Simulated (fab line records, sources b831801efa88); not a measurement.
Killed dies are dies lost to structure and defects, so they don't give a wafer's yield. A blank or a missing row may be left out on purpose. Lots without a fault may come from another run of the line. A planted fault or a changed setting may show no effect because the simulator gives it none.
Split-lot experiment | flow sky130 | 5 lots, 23 wafers read, on a route of 708 steps

THE SPLIT
At SKY_FIELD_ISO_OXIDATION_22 (stabilise 600 s, purge 300 s, target thk 10 nm), the setting temp_c was moved away from the recipe's 950 C on 15 of the 23 wafers read, by -2.9% to -1.0%. The other wafers ran this setting at the recipe's value.

The file shows no step between the split and the reading.

THE READING
FIELD_ISO_OXIDATION_01_THK, in nm, at SKY_FIELD_ISO_THK_MEAS_23. Fault-free wafers of this fab line usually give 9.91 nm, standard deviation 0.17 nm.

wafer  | tool, chamber at the split | temp_c as run, C | against the recipe | FIELD_ISO_OXIDATION_01_THK, nm | against lot-mates on the recipe
L075.1 | -, -                       | 950              | recipe             | 9.89                           | -
L075.2 | -, -                       | 950              | recipe             | 9.95                           | -
L075.4 | -, -                       | 950              | recipe             | 9.99                           | -
L075.5 | -, -                       | 950              | recipe             | 9.88                           | -
L075.6 | -, -                       | 950              | recipe             | 9.67                           | -
L076.2 | furnace-01, 0              | 950              | recipe             | 9.74                           | -
L076.5 | furnace-01, 0              | 950              | recipe             | 9.85                           | -
L076.6 | furnace-01, 0              | 950              | recipe             | 9.79                           | -
L081.1 | -, -                       | 922.1            | -2.9%              | 6.86                           | no lot-mate on the recipe
L081.2 | -, -                       | 922.1            | -2.9%              | 6.92                           | no lot-mate on the recipe
L081.3 | -, -                       | 922.1            | -2.9%              | 6.95                           | no lot-mate on the recipe
L081.4 | -, -                       | 922.1            | -2.9%              | 7.02                           | no lot-mate on the recipe
L081.5 | -, -                       | 922.1            | -2.9%              | 6.94                           | no lot-mate on the recipe
L083.1 | -, -                       | 938.5            | -1.2%              | 8.49                           | no lot-mate on the recipe
L083.2 | -, -                       | 938.5            | -1.2%              | 8.48                           | no lot-mate on the recipe
L083.3 | -, -                       | 938.5            | -1.2%              | 8.69                           | no lot-mate on the recipe
L083.4 | -, -                       | 938.5            | -1.2%              | 8.47                           | no lot-mate on the recipe
L083.6 | -, -                       | 938.5            | -1.2%              | 8.45                           | no lot-mate on the recipe
L085.1 | -, -                       | 940.7            | -1.0%              | 8.68                           | no lot-mate on the recipe
L085.3 | -, -                       | 940.7            | -1.0%              | 8.83                           | no lot-mate on the recipe
L085.4 | -, -                       | 940.7            | -1.0%              | 8.82                           | no lot-mate on the recipe
L085.5 | -, -                       | 940.7            | -1.0%              | 8.87                           | no lot-mate on the recipe
L085.6 | -, -                       | 940.7            | -1.0%              | 8.85                           | no lot-mate on the recipe

THE FIT
A straight line over all 23 wafers: FIELD_ISO_OXIDATION_01_THK changes by +0.991 nm for each +1% of temp_c; r = +1.00; the points scatter about the line by 0.1 nm.
Too few moved wafers have a lot-mate on the recipe to fit a line with each lot's own level taken away.

THE WHOLE CHAIN: every reading that the file lists as answering this split, in the file's order
step                       | what it does                                   | reading                                                                                | change (the file's fit)               | r (the file's)
SKY_FIELD_ISO_OXIDATION_22 | stabilise 600 s, purge 300 s, target thk 10 nm | SiO2_of_FIELD_ISO_OXIDATION_22.thk_nm (the simulator's own value, which no gauge read) | +0.986 nm for each +1% of the setting | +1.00
SKY_FIELD_ISO_THK_MEAS_23  |                                                | FIELD_ISO_OXIDATION_01_THK                                                             | +0.989 for each +1% of the setting    | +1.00

THE FILE'S OWN FIT
FIELD_ISO_OXIDATION_01_THK changes by +0.989 nm for each +1% of temp_c, r = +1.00.
